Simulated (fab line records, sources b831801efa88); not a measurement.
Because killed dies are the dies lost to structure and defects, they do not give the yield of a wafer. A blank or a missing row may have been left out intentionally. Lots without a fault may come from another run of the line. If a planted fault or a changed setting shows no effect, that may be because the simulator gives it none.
fab line records ; flow sky130
record: lots: 5; wafers: 15; last_day: 49
route steps=708 shown VIA1@463 METAL2@483 PAD_OPEN@708
lots that met no fault: from a run of the same line without faults
start_h: hours from the record's first day to the start of the lot's first wafer shown ; wait_h: time in hours since the lot's previous step ; " identical to the entry in the row above ; L1.1+2: several wafers, shown together as one row ; - no value present, or no start provided ; * or withheld: withheld ; < > ~ a bound
route shown NAME@n: a module of which the file shows steps, and the number in the route of the first ; usual: mean/standard deviation taken from wafers without a fault ; same: alike in all rows ; chamber/n: place in a boat ; sites: per-site readings ; _std_site: standard deviation across them ; _edge_site: inner sites' mean taken away from outer sites' mean ; radius_mm: for every site, how far away it sits from the centre of the wafer ; mask NAME#n: copy n ; behind: the most recent tool/chamber to have shaped the wafer ; hold: why the lot went on hold/how many hours it stayed there/how the hold came to an end ; device: names the non-switching transistor (n, p or np) ; end of line: the route-end tests of the same wafers ; where a step has no rows: the recipe by itself ; killed: dies lost to structure and defects at the first sort, not the wafer's yield ; map: a wafer's dies, marking killed ones x, the rest . and places with no die _
set.NAME: the setting as run; set.NAME@STEP: as run at that earlier step ; model.NAME: the simulator's own value behind a step, which no gauge read
lots at selected steps of the route; one table per step, one row per wafer
services: when a tool's chamber went out of use (start_h, in hours from the record's first day, below 0 if earlier), for how many hours, and the reason
== steps ==
step: SKY_VIA1_HMDS_05
recipe: prime_time_s: 60; prime_temp_c: 120
step: SKY_VIA1_COAT_06
recipe: resist: BARC; temp_c: withheld; time_s: withheld; spin_rpm: 3000; resist_thk_nm: 60
step: SKY_VIA1_COAT_07
recipe: resist: KrF-thick; spin_rpm: 3000; resist_thk_nm: 450
step: SKY_VIA1_SOFTBAKE_08
recipe: temp_c: 100; time_s: 90; resist: KrF-thick
step: SKY_VIA1_EXPOSE_09
recipe: mask_id: VIM; na: 0.8; source_shape: annular; sigma_inner: 0.55; sigma_outer: 0.85; target_cd_nm: 150; dose_mj: 38
step: SKY_VIA1_PEB_10
recipe: peb_temp_c: withheld; peb_time_s: withheld; resist: KrF-thick
step: SKY_VIA1_DEVELOP_11
recipe: develop_time_s: 60; resist: KrF-thick; dev_temp_c: 21
step: SKY_VIA1_ETCH_14
recipe: chemistry: N2/H2; target: BARC; ion_energy_ev: 205.7; source_w: 500; bias_w: 100; pressure_mtorr: 30; n2_flow_sccm: 100; h2_flow_sccm: 200; stop_on: SiO2; time_s: 45.9; target_depth_a: 600
step: SKY_VIA1_ETCH_15
recipe: target: SiO2; chemistry: C4F8/O2/Ar; target_depth_nm: 351; stop_on: TiN; mask_material: KrF-thick; source_w: 1500; bias_w: 1200; pressure_mtorr: 40; c4f8_flow_sccm: withheld; O2_flow_sccm: 6; Ar_flow_sccm: 300; time_s: 54
step: SKY_VIA1_STRIP_16
recipe: chemistry: O2/N2; power_w: 1400; pressure_mtorr: 1500; platen_temp_c: withheld; o2_flow_sccm: 3000; n2_flow_sccm: 300; overash_fraction: 0.5
step: SKY_VIA1_STRIP_17
recipe: chemistry: post_etch_residue_remover; time_s: 1200; temp_c: 72.5
lot.wafer;tool;chamber;start_h;wait_h
L528.3+4+5;wet_bench-03;2;793.96;0.0
L530.2+5+6;wet_bench-03;3;812.13;0.1
L531.3+4+5;wet_bench-03;0;819.33;0.0
L532.1+2+3;wet_bench-03;3;830.21;0.1
L541.3+4+5;wet_bench-02;0;910.03;0.0
step: SKY_VIA1_CLEAN_18
recipe: chemistry: IPA; time_s: 180; temp_c: 25
step: SKY_VIA1_CLEAN_19
recipe: chemistry: O3/DIW; dry: n2_spin
step: SKY_VIA1_SPUTTER_20
recipe: material: TiN; target_thk_nm: 20; chamber_pressure_pa: 5; power_w: 4000; time_s: 80
step: SKY_VIA1_CVD_21
recipe: material: W; target_thk_nm: 270; time_s: 80.902; temp_c: 400; pressure_torr: 40
step: SKY_VIA1_CMP_24
recipe: stop_on: SiO2; t_overpolish_s: 15; down_force_psi: 3.5; platen_rpm: 60; target_thk_nm: 0; pad_velocity_m_s: 0.94248
step: SKY_METAL2_SPUTTER_00
recipe: material: Ti; target_thk_nm: 15; power_w: 3000; time_s: 10; chamber_pressure_pa: 0.4
step: SKY_METAL2_SPUTTER_01
recipe: material: TiN; target_thk_nm: 20; power_w: 6500; time_s: 16.7; chamber_pressure_pa: 0.4
step: SKY_METAL2_SPUTTER_02
recipe: material: AlCu; target_thk_nm: 250; power_w: 10600; time_s: 13.3; chamber_pressure_pa: 0.4
step: SKY_METAL2_SPUTTER_03
recipe: material: Ti; target_thk_nm: 5; power_w: 3000; time_s: 3.3; chamber_pressure_pa: 0.4
step: SKY_METAL2_SPUTTER_04
recipe: material: TiN; target_thk_nm: 70; power_w: 6500; time_s: 58.3; chamber_pressure_pa: 0.4
step: SKY_METAL2_DEHYDRATE_07
recipe: temp_c: 200; time_s: 60
step: SKY_METAL2_HMDS_08
recipe: prime_time_s: 60; prime_temp_c: 120
step: SKY_METAL2_COAT_09
recipe: resist: BARC; temp_c: withheld; time_s: withheld; spin_rpm: 3000; resist_thk_nm: 60
step: SKY_METAL2_COAT_10
recipe: resist: KrF-thick; spin_rpm: 3000; resist_thk_nm: 450
step: SKY_METAL2_SOFTBAKE_11
recipe: temp_c: 100; time_s: 90; resist: KrF-thick
step: SKY_METAL2_EXPOSE_12
recipe: mask_id: MM2; na: 0.8; source_shape: annular; sigma_inner: 0.55; sigma_outer: 0.85; target_cd_nm: 140; dose_mj: 28.53
step: SKY_METAL2_PEB_13
recipe: peb_temp_c: withheld; peb_time_s: withheld; resist: KrF-thick
step: SKY_METAL2_DEVELOP_14
recipe: develop_time_s: 60; resist: KrF-thick; dev_temp_c: 21
step: SKY_METAL2_DESCUM_17
recipe: chemistry: O2; source_power_w: 150; bias_power_w: 0; pressure_mtorr: 10; temp_c: 40; time_s: 8
step: SKY_METAL2_ETCH_18
recipe: chemistry: N2/H2; target: BARC; ion_energy_ev: 200; bias_w: 100; pressure_mtorr: 30; n2_flow_sccm: 100; h2_flow_sccm: 200; icp_w: 500; stop_on: SiO2; time_s: 45.9; target_depth_a: 600
step: SKY_METAL2_METAL_ETCH_19
recipe: target_depth_a: 3600; stop_on: SiO2; over_etch_frac: 0.3; time_s: 78; chemistry: Cl2/BCl3; resist_sidewall_deg: 88; pressure_mtorr: 10; icp_w: 900; bias_w: 48.5; Cl2_flow_sccm: 60; bcl3_flow_sccm: 30
step: SKY_METAL2_STRIP_20
recipe: chemistry: O2/N2; power_w: 1400; pressure_mtorr: 1500; platen_temp_c: withheld; o2_flow_sccm: 3000; n2_flow_sccm: 300; overash_fraction: 0.5
step: SKY_METAL2_STRIP_21
recipe: chemistry: post_etch_residue_remover; time_s: 1200; temp_c: 72.5
step: SKY_PAD_OPEN_PROBE_99
usual: defect_limited_yield: 82.3/2.1; killed_at_M0_to_M3: 44/7.3; killed_at_M4_up: 3.3/1.8; killed_at_contacts: 24/5.3; killed_at_front_end: 16/5; killed_at_other: 0.2/0.51; killed_dies: 87/10; killed_open: 47/7.5; killed_short: 40/6.3; sort_bin_3_pad_short: 0.9/0.41; sort_bin_5_function: 10.5/1.6; sort_bin_6_memory: 6.3/1.2; sort_n_pass: 405/10; sort_yield_pct: 82.3/2.1
same: gross_dies: 492; killed_at_back_side: 0; sort_bin_4_leakage[%]: 0; sort_bin_8_speed[%]: 0
lot.wafer;tool;chamber;start_h;wait_h;hold;defect_limited_yield[%];killed_at_M0_to_M3;killed_at_M4_up;killed_at_contacts;killed_at_front_end;killed_at_other;killed_dies;killed_open;killed_short;sort_bin_3_pad_short[%];sort_bin_5_function[%];sort_bin_6_memory[%];sort_n_pass;sort_yield_pct[%];model.etest.tester.sort_n_pass;model.etest.tester.sort_yield_pct;model.etest.tester.sort_bin_5_pct;model.etest.tester.sort_bin_3_pct
L528.3;prober-02;-;1080.27;0.2;-;84.1;38;3;23;14;0;78;36;42;0.8;9.1;5.9;414;84.1;414;84.15;9.146;0.813
L528.4;prober-02;-;1080.32;0.2;-;82.5;47;2;18;19;0;86;46;40;1.6;10.0;5.9;406;82.5;406;82.52;9.959;1.626
L528.5;prober-02;-;1080.37;0.2;-;81.7;42;4;26;18;0;90;39;51;1.0;10.6;6.7;402;81.7;402;81.71;10.57;1.016
L530.2;prober-02;-;1094.30;0.1;await_dispo/1.8h/release;73.2;92;3;22;15;0;132;50;38;1.2;18.1;7.5;360;73.2;360;73.17;18.09;1.22
L530.5;prober-02;-;1094.45;0.2;await_dispo/1.8h/release;73.8;87;2;29;10;1;129;48;41;2.8;17.5;5.9;363;73.8;363;73.78;17.48;2.846
L530.6;prober-02;-;1094.50;0.2;await_dispo/1.8h/release;76.2;71;1;30;14;1;117;34;41;2.8;14.6;6.3;375;76.2;375;76.22;14.63;2.846
L531.3;prober-01;-;1099.35;0.2;await_dispo/9.6h/release;74.0;83;4;26;15;0;128;52;44;2.6;14.6;8.7;364;74.0;364;73.98;14.63;2.642
L531.4;prober-01;-;1099.40;0.2;await_dispo/9.6h/release;75.2;78;1;24;17;2;122;57;34;1.8;16.5;6.5;370;75.2;370;75.2;16.46;1.829
L531.5;prober-01;-;1099.45;0.2;await_dispo/9.6h/release;79.7;60;3;18;19;0;100;39;33;1.6;12.8;5.9;392;79.7;392;79.67;12.8;1.626
L532.1;prober-02;-;1112.15;0.1;await_dispo/5.0h/release;74.4;83;3;20;20;0;126;42;43;3.0;15.9;6.7;366;74.4;366;74.39;15.85;3.049
L532.2;prober-02;-;1112.20;0.1;await_dispo/5.0h/release;72.8;99;3;25;7;0;134;54;32;2.2;18.3;6.7;358;72.8;358;72.76;18.29;2.236
L532.3;prober-02;-;1112.25;0.2;await_dispo/5.0h/release;74.2;90;0;22;14;1;127;43;41;3.3;15.9;6.7;365;74.2;365;74.19;15.85;3.252
L541.3;prober-01;-;1166.46;0.2;-;76.8;46;5;36;27;0;114;70;44;0.8;13.6;8.7;378;76.8;378;76.83;13.62;0.813
L541.4;prober-01;-;1166.51;0.2;-;81.9;50;1;17;21;0;89;53;36;1.2;9.1;7.7;403;81.9;403;81.91;9.146;1.22
L541.5;prober-01;-;1166.56;0.2;-;83.1;42;2;22;17;0;83;39;44;1.6;9.8;5.5;409;83.1;409;83.13;9.756;1.626
killed by level:class
L528.3 LI_CONTACT:geometric_particle:open=8 FIELD_ISO:geometric_particle:short=7 CONTACT:geometric_particle:short=6 VIA1:geometric_particle:short=6 VIA1:geometric_particle:open=6 VIA2:geometric_particle:short=6 METAL2:geometric_particle:short=5 CONTACT:geometric_particle:open=4
L528.4 CONTACT:geometric_particle:open=10 VIA1:geometric_particle:open=9 METAL1:geometric_particle:short=8 VIA3:geometric_particle:short=7 VIA3:geometric_particle:open=6 METAL2:geometric_particle:short=5 FIELD_ISO:geometric_particle:open=4 VIA2:geometric_particle:open=4
L528.5 FIELD_ISO:geometric_particle:short=10 VIA2:geometric_particle:open=8 CONTACT:geometric_particle:short=8 VIA3:geometric_particle:open=8 CONTACT:geometric_particle:open=7 VIA1:geometric_particle:open=6 FIELD_ISO:geometric_particle:open=5 LI_CONTACT:geometric_particle:short=5
L530.2 VIA1:unspecified=44 CONTACT:geometric_particle:open=10 VIA1:geometric_particle:open=9 VIA2:geometric_particle:open=8 LI_CONTACT:geometric_particle:open=7 METAL1:geometric_particle:short=7 METAL2:geometric_particle:short=6 VIA3:geometric_particle:open=6
L530.5 VIA1:unspecified=40 VIA1:geometric_particle:open=13 LI_CONTACT:geometric_particle:open=10 CONTACT:geometric_particle:open=8 VIA3:geometric_particle:open=7 VIA3:geometric_particle:short=6 METAL2:geometric_particle:short=5 VIA2:geometric_particle:open=5
L530.6 VIA1:unspecified=42 CONTACT:geometric_particle:short=11 METAL1:geometric_particle:short=8 LI_CONTACT:geometric_particle:open=7 CONTACT:geometric_particle:open=7 VIA2:geometric_particle:open=6 VIA1:geometric_particle:open=5 FIELD_ISO:geometric_particle:open=4
L531.3 VIA1:unspecified=32 CONTACT:geometric_particle:open=12 VIA1:geometric_particle:open=11 VIA2:geometric_particle:open=10 METAL1:geometric_particle:short=6 VIA3:geometric_particle:short=6 POLY_GATE:geometric_particle:short=4 LI_CONTACT:geometric_particle:short=4
L531.4 VIA1:unspecified=31 VIA1:geometric_particle:open=13 CONTACT:geometric_particle:open=10 LI_CONTACT:geometric_particle:open=8 POLY_GATE:geometric_particle:open=6 VIA2:geometric_particle:short=5 VIA3:geometric_particle:open=5 FIELD_ISO:geometric_particle:open=4
L531.5 VIA1:unspecified=28 CONTACT:geometric_particle:open=8 METAL1:geometric_particle:short=6 FIELD_ISO:geometric_particle:open=5 VIA1:geometric_particle:open=5 VIA2:geometric_particle:short=4 VIA3:geometric_particle:open=4 POLY_GATE:geometric_particle:short=3
L532.1 VIA1:unspecified=41 VIA1:geometric_particle:open=12 CONTACT:geometric_particle:open=8 VIA1:geometric_particle:short=7 FIELD_ISO:geometric_particle:short=5 SPACER:geometric_particle:short=4 LOCAL_INTERCONNECT:geometric_particle:short=4 CONTACT:geometric_particle:short=4
L532.2 VIA1:unspecified=48 VIA1:geometric_particle:open=15 VIA2:geometric_particle:open=8 LI_CONTACT:geometric_particle:open=6 CONTACT:geometric_particle:open=6 VIA3:geometric_particle:open=5 LOCAL_INTERCONNECT:geometric_particle:short=5 METAL1:geometric_particle:short=5
L532.3 VIA1:unspecified=43 VIA1:geometric_particle:open=14 LI_CONTACT:geometric_particle:open=9 VIA3:geometric_particle:open=8 METAL1:geometric_particle:short=7 LI_CONTACT:geometric_particle:short=4 CONTACT:geometric_particle:open=4 VIA3:geometric_particle:short=4
L541.3 CONTACT:geometric_particle:open=12 VIA2:geometric_particle:open=11 FIELD_ISO:geometric_particle:open=10 LI_CONTACT:geometric_particle:open=10 VIA1:geometric_particle:open=9 CONTACT:geometric_particle:short=7 VIA1:geometric_particle:short=7 FIELD_ISO:geometric_particle:short=6
L541.4 VIA1:geometric_particle:open=11 FIELD_ISO:geometric_particle:open=8 VIA3:geometric_particle:open=7 METAL1:geometric_particle:short=6 LI_CONTACT:geometric_particle:open=5 CONTACT:geometric_particle:open=5 VIA1:geometric_particle:short=5 VIA2:geometric_particle:open=5
L541.5 VIA3:geometric_particle:open=9 CONTACT:geometric_particle:open=9 FIELD_ISO:geometric_particle:short=5 POLY_GATE:geometric_particle:open=5 CONTACT:geometric_particle:short=5 METAL1:geometric_particle:short=5 VIA1:geometric_particle:open=5 METAL2:geometric_particle:short=5
map L530.2 (x killed, . not)
__________..x......._________
________....x...x..x.._______
______..........x......._____
_____.......x..xx.......x____
____....xxx...xx..........___
___..xx......xxxxxxx.xx.x..__
__.....x......xxxxxxxxx.x.x._
_x............xxxxxxxx...x...
_..x........xxxxxxxxxx.x...x.
_....xx...x...xxxxxxxx.....xx
_.........x..xxxxx.x..x..x.x.
_..x..x...x.x.xxx.......x....
_.....xx..........x.x........
_...............x..........x.
_x..x..x.xxx.x...xx..........
__.x......x..........x....x._
___..x......x.............x__
____x.xx.x.x..............___
_____x....x......x.x.....____
______....x.xx........x._____
________x..xx...xx...._______
__________.........._________
map L531.3 (x killed, . not)
__________x........._________
________..x..x.x.....x_______
______...........x......_____
_____...x..x.xx..xx..x...____
____xxx........x..x..xx...___
___.............x......x...__
__x...x..x.........x.....x.._
_............x..x.x..xx.x...x
_x.x.....x.x.......x.........
_...x........x...x.....x..x..
_x......................x..x.
_........x...x..............x
_.x...x..xx.....xx......xxx..
_.x........x..x.x..x..x.x....
_...xx...x.....x.x...x.......
__.............x...........x_
___.x.x.....xx....xx....x..__
____..xx.......xx.xxxx..x.___
_____..........xxxxxxx.x.____
______..x.x..xxxxxxxx.x._____
________x..xxxxxxxxxxx_______
__________...xxxxxxx_________
== services ==
tool;chamber;start_h;hours;kind
wet_bench-03;-;774.95;1.4;repair
wet_bench-02;-;844.13;4.1;repair
== key ==
first_sign: step: SKY_PAD_OPEN_PROBE_99; reading: killed_at_M0_to_M3; direction: up; sigmas: 5.3; usual: 44; struck: 83
effect: step: SKY_PAD_OPEN_PROBE_99; reading: sort_bin_3_pad_short; direction: up; sigmas: 3.6; usual: 0.9; struck: 2.4; wafers_moved: 7
model_effect: step: SKY_PAD_OPEN_PROBE_99; value: etest.tester.sort_n_pass; without: 402.2; struck: 368.1
met_at SKY_VIA1_STRIP_17
struck_wafers L530.2,L530.5,L530.6,L531.3,L531.4,L531.5,L532.1,L532.2,L532.3
onset_between 793.96 812.13
fault: kind: chamber_particle_source; tool: wet_bench-03; chamber: -; onset_h: 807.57; steps: SKY_VIA1_STRIP_17; rate_per_visit_cm2: 0.51404; end_h: 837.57
